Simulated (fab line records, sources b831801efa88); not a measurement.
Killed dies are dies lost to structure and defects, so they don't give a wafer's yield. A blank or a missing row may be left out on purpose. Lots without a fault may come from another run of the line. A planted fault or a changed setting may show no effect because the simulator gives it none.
Chamber matching | flow gf180mcu | GF_POLY_GATE_ETCH_12 on rie_diel-02: 4 sister chambers
The step etches BARC in N2/H2. 14 wafers are shown with their chamber, then 7 later ones without.

WAFERS WITH THEIR CHAMBER
wafer  | chamber | drypump_motor_current_A (A) | oes_product_au (a.u.) | throttle_valve_pct (%)
L800.1 | 3       | 5.9                         | 0.734                 | 13.209
L800.2 | 1       | 5.9                         | 0.727                 | 13.221
L800.6 | 2       | 5.2                         | 0.733                 | 13.213
L801.3 | 2       | 5.2                         | 0.742                 | 13.206
L801.4 | 0       | 4.8                         | 0.746                 | 13.235
L801.5 | 0       | 4.8                         | 0.725                 | 13.218
L804.1 | 0       | 4.9                         | 0.745                 | 13.220
L804.4 | 3       | 5.9                         | 0.741                 | 13.229
L804.6 | 1       | 5.9                         | 0.735                 | 13.216
L805.1 | 0       | 4.8                         | 0.734                 | 13.203
L805.3 | 1       | 5.9                         | 0.737                 | 13.215
L805.6 | 3       | 5.9                         | 0.729                 | 13.218
L806.2 | 2       | 5.3                         | 0.736                 | 13.224
L806.3 | 3       | 5.9                         | 0.739                 | 13.218

SIGNATURES (means of the wafers above)
reading                 | chamber 0 | chamber 1 | chamber 2 | chamber 3 | scatter within a chamber
drypump_motor_current_A | 4.825     | 5.900     | 5.233     | 5.900     | 0.0376
oes_product_au          | 0.73750   | 0.73300   | 0.73700   | 0.73575   | 0.00694
throttle_valve_pct      | 13.21900  | 13.21733  | 13.21433  | 13.21850  | 0.00949
Rule: a wafer's distance from a chamber is the root of the sum, over the readings, of the square of ((its reading less the chamber's mean) divided by the reading's scatter). The wafer belongs to the nearest chamber; if the next one is less than 2 further off, it can't be placed. The scatter: the root of (the sum of the squares of (reading less its chamber's mean) over the shown wafers, divided by (wafers less chambers)).

WAFERS WITHOUT THEIR CHAMBER
wafer  | drypump_motor_current_A (A) | oes_product_au (a.u.) | throttle_valve_pct (%)
L806.6 | 5.9                         | 0.733                 | 13.188
L810.1 | 5.9                         | 0.734                 | 13.223
L810.2 | 4.8                         | 0.733                 | 13.218
L810.3 | 5.2                         | 0.738                 | 13.199
L812.1 | 5.2                         | 0.738                 | 13.211
L812.2 | 4.8                         | 0.736                 | 13.203
L812.4 | 5.9                         | 0.740                 | 13.212

WHICH CHAMBER EACH WENT THROUGH
wafer  | from the rows above     | in truth
L806.6 | can't be placed: 1 or 3 | 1
L810.1 | can't be placed: 3 or 1 | 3
L810.2 | 0                       | 0
L810.3 | 2                       | 2
L812.1 | 2                       | 2
L812.2 | 0                       | 0
L812.4 | can't be placed: 3 or 1 | 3
Placed correctly: 4 of 7. Can't be placed from these rows: 3 (the true chamber is among the candidates in 3). Placed wrongly: 0.
